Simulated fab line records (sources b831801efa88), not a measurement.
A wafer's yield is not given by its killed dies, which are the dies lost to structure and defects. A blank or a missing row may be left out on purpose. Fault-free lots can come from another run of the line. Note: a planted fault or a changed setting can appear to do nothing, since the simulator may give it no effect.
What tool caused it? ; flow sky130 ; 72 wafers from 24 lots sampled at 5 of the route's 708 steps

== WHAT THE GAUGES SHOWED, per wafer ==
SKY_VIA3_CD_MEAS_12 targets a cd of 200 nm.
lot;measured;on;cd nm (nm)
L074;day 41 01:44;cd sem-02;199.6 199.5 199.3
L075;day 41 05:44;cd sem-01;197.7 198.3 198.3
L076;day 41 08:56;cd sem-01;200.3 199.8 198.5
L077;day 42 01:34;cd sem-01;200.7 200.9 200.7
L078;day 42 07:36;cd sem-01;201.0 201.0 201.6
L079;day 42 08:53;cd sem-01;197.2 199.7 199.2
L080;day 42 10:11;cd sem-01;202.1 200.0 199.5
L081;day 43 07:00;cd sem-01;200.7 200.1 200.9
L082;day 43 09:40;cd sem-01;197.1 198.8 198.4
L083;day 43 11:22;cd sem-01;199.4 197.4 198.6
L084;day 43 16:59;cd sem-01;201.6 201.0 199.9
L085;day 44 06:16;cd sem-01;201.1 199.9 201.7
L086;day 44 11:43;cd sem-01;199.6 201.9 199.5
L087;day 44 15:44;cd sem-01;198.0 197.8 196.8
L088;day 44 17:05;cd sem-01;199.4 198.6 199.7
L089;day 45 06:02;cd sem-01;198.9 198.5 199.2
L090;day 45 07:14;cd sem-01;197.4 197.7 198.9
L091;day 45 13:56;cd sem-01;200.5 201.1 200.8
L092;day 45 15:58;cd sem-01;200.8 201.6 200.8
L093;day 46 05:38;cd sem-01;198.7 200.8 198.5
L094;day 46 06:17;cd sem-01;198.7 199.7 199.8
L095;day 46 21:14;cd sem-01;200.5 200.2 201.4
L096;day 46 22:32;cd sem-01;198.8 199.7 199.4
L097;day 47 05:28;cd sem-01;199.5 198.9 199.6

SKY_VIA4_RS_MEAS_19: the measuring method here is four-point-probe.
lot;measured;on;VIA4_W_RS (ohm/sq)
L074;day 44 07:25;film metro-03;0.2294 0.2296 0.2298
L075;day 44 11:39;film metro-02;0.2267 0.2228 0.2236
L076;day 44 14:09;film metro-04;0.2256 0.2260 0.2237
L077;day 45 06:11;film metro-04;0.2297 0.2299 0.2287
L078;day 45 11:02;film metro-03;0.2263 0.2286 0.2266
L079;day 45 11:39;film metro-02;0.2236 0.2276 0.2226
L080;day 45 13:30;film metro-02;0.2264 0.2238 0.2249
L081;day 46 07:59;film metro-02;0.2252 0.2243 0.2258
L082;day 46 10:43;film metro-03;0.2259 0.2252 0.2254
L083;day 46 10:56;film metro-03;0.2266 0.2245 0.2268
L084;day 46 17:20;film metro-03;0.2261 0.2252 0.2232
L085;day 47 05:13;film metro-04;0.2245 0.2251 0.2211
L086;day 47 10:42;film metro-02;0.2277 0.2272 0.2289
L087;day 47 14:45;film metro-02;0.2264 0.2279 0.2258
L088;day 47 15:45;film metro-02;0.2207 0.2237 0.2199
L089;day 48 03:04;film metro-03;0.2247 0.2246 0.2265
L090;day 48 03:27;film metro-04;0.2262 0.2288 0.2282
L091;day 48 10:14;film metro-04;0.2239 0.2256 0.2226
L092;day 48 11:08;film metro-04;0.2232 0.2241 0.2267
L093;day 49 01:56;film metro-04;0.2221 0.2249 0.2208
L094;day 49 02:07;film metro-03;0.2234 0.2251 0.2261
L095;day 49 13:49;film metro-04;0.2269 0.2257 0.2251
L096;day 49 14:54;film metro-03;0.2250 0.2271 0.2266
L097;day 49 21:24;film metro-02;0.2230 0.2199 0.2239

SKY_PASSIVATION_THK_MEAS_01.
lot;measured;on;PASSIVATION_CVD_00_THK (nm)
L074;day 45 07:59;film metro-04;90.6 91.1 92.4
L075;day 45 11:55;film metro-04;88.8 89.6 89.3
L076;day 45 14:46;film metro-01;89.6 89.9 91.2
L077;day 46 05:38;film metro-04;88.0 90.7 91.3
L078;day 46 10:23;film metro-04;90.7 88.9 90.3
L079;day 46 10:22;film metro-02;89.2 91.2 89.9
L080;day 46 11:36;film metro-04;89.4 91.3 90.8
L081;day 47 07:21;film metro-04;91.5 91.8 91.0
L082;day 47 09:04;film metro-01;89.6 91.0 90.1
L083;day 47 09:04;film metro-04;89.2 90.9 91.0
L084;day 47 16:00;film metro-04;89.2 88.6 91.1
L085;day 48 02:44;film metro-01;89.5 89.9 91.0
L086;day 48 08:56;film metro-04;89.1 88.5 90.7
L087;day 48 12:41;film metro-02;90.4 90.6 91.2
L088;day 48 14:00;film metro-04;90.3 91.4 90.0
L089;day 49 00:32;film metro-02;91.3 91.2 90.2
L090;day 49 00:50;film metro-04;89.1 90.0 89.7
L091;day 49 07:16;film metro-04;89.8 90.5 91.4
L092;day 49 08:10;film metro-02;91.3 90.5 89.4
L093;day 49 21:49;film metro-04;90.8 90.7 92.4
L094;day 49 22:31;film metro-02;90.2 91.2 89.8
L095;day 50 08:37;film metro-01;90.0 93.0 91.5
L096;day 50 10:33;film metro-02;89.8 90.9 90.0
L097;day 50 16:17;film metro-04;89.9 90.6 91.7

== WHAT TOOL EACH LOT RAN ON (gives the tool, then ch and the chambers of the sampled wafers, and finally the start) ==
lot;SKY_METAL2_SPUTTER_03;SKY_CAP2M_SPUTTER_02
L074;pvd sputter-01, day 35 08:47;pvd sputter-03, day 41 03:28
L075;pvd sputter-02, day 35 12:55;pvd sputter-02, day 41 07:46
L076;pvd sputter-04, day 35 17:24;pvd sputter-02, day 41 10:46
L077;pvd sputter-04, day 36 12:08;pvd sputter-02, day 42 03:25
L078;pvd sputter-04, day 36 16:35;pvd sputter-04, day 42 09:36
L079;pvd sputter-02, day 36 18:41;pvd sputter-02, day 42 10:55
L080;pvd sputter-01, day 36 22:29;pvd sputter-02, day 42 11:58
L081;pvd sputter-02, day 37 19:27;pvd sputter-03, day 43 08:56
L082;pvd sputter-01, day 37 21:07;pvd sputter-02, day 43 11:23
L083;pvd sputter-04, day 38 00:38;pvd sputter-04, day 43 13:07
L084;pvd sputter-01, day 38 06:30;pvd sputter-04, day 43 18:53
L085;pvd sputter-02, day 38 23:10;pvd sputter-03, day 44 08:05
L086;pvd sputter-04, day 39 03:13;pvd sputter-02, day 44 13:32
L087;pvd sputter-04, day 39 07:34;pvd sputter-03, day 44 17:37
L088;pvd sputter-02, day 39 08:45;pvd sputter-04, day 44 18:57
L089;pvd sputter-04, day 39 23:10;pvd sputter-04, day 45 07:47
L090;pvd sputter-04, day 40 02:36;pvd sputter-04, day 45 08:56
L091;pvd sputter-04, day 40 09:10;pvd sputter-04, day 45 15:44
L092;pvd sputter-02, day 40 09:50;pvd sputter-04, day 45 17:48
L093;pvd sputter-04, day 40 23:52;pvd sputter-03, day 46 07:26
L094;pvd sputter-01, day 41 03:36;pvd sputter-03, day 46 08:08
L095;pvd sputter-01, day 41 16:46;pvd sputter-03, day 46 23:16
L096;pvd sputter-04, day 41 18:16;pvd sputter-02, day 47 00:35
L097;pvd sputter-01, day 42 03:33;pvd sputter-04, day 47 07:25
- SKY_METAL2_SPUTTER_03: material Ti, target thk 5 nm, time 3.3 s.
- SKY_CAP2M_SPUTTER_02: material TiN, target thk 200 nm, time 166.7 s.

== AS READ BY THE TOOLS THEMSELVES (means over the sampled wafers that have a number; for cases with no such wafer, the mark the record gives instead) ==
SKY_METAL2_SPUTTER_03.
lot;tool;throttle valve pct (%)
L074;pvd sputter-01;30.3
L075;pvd sputter-02;30.2
L076;pvd sputter-04;29.4
L077;pvd sputter-04;29.1
L078;pvd sputter-04;29.9
L079;pvd sputter-02;30.4
L080;pvd sputter-01;30.2
L081;pvd sputter-02;30.3
L082;pvd sputter-01;28.4
L083;pvd sputter-04;29.7
L084;pvd sputter-01;29.4
L085;pvd sputter-02;30.4
L086;pvd sputter-04;30.0
L087;pvd sputter-04;29.5
L088;pvd sputter-02;30.4
L089;pvd sputter-04;29.6
L090;pvd sputter-04;28.7
L091;pvd sputter-04;30.1
L092;pvd sputter-02;30.3
L093;pvd sputter-04;29.5
L094;pvd sputter-01;29.4
L095;pvd sputter-01;29.6
L096;pvd sputter-04;28.8
L097;pvd sputter-01;29.5

SKY_CAP2M_SPUTTER_02.
lot;tool;throttle valve pct (%)
L074;pvd sputter-03;29.8
L075;pvd sputter-02;30.1
L076;pvd sputter-02;30.2
L077;pvd sputter-02;30.3
L078;pvd sputter-04;29.4
L079;pvd sputter-02;29.9
L080;pvd sputter-02;30.3
L081;pvd sputter-03;29.8
L082;pvd sputter-02;30.2
L083;pvd sputter-04;28.8
L084;pvd sputter-04;29.7
L085;pvd sputter-03;30.2
L086;pvd sputter-02;30.2
L087;pvd sputter-03;30.1
L088;pvd sputter-04;30.2
L089;pvd sputter-04;29.2
L090;pvd sputter-04;30.7
L091;pvd sputter-04;29.8
L092;pvd sputter-04;28.7
L093;pvd sputter-03;30.0
L094;pvd sputter-03;30.4
L095;pvd sputter-03;30.2
L096;pvd sputter-02;30.2
L097;pvd sputter-04;28.9

== THE ANSWER, worked out from the rows above alone ==
Rule: usual is defined by the lots themselves. The widest of any qualifying gaps counts: lots, ordered by their means at a reading, are off when they make up no more than a third of the lots, leave a main group of 4 or more, and stand apart from it by 3 or more times the standard deviation of that group's means. The tables above print the reading to a certain number of digits; a main group whose means all agree to those digits is not used. Also off: a lot with no number at a reading for which 4 or more lots have one. All remaining lots with rows at the step are treated as sound. After the gauges, taken in route order, come the tools' own readings; for these a lot's mean is taken, as printed above. At the first step where some lot is off, the reading lying furthest off is the one used; lots without a number count as furthest.
No lot is off at any reading shown: from this, nothing can be told.

== WHAT HAD BEEN PUT IN BY THE SIMULATOR ==
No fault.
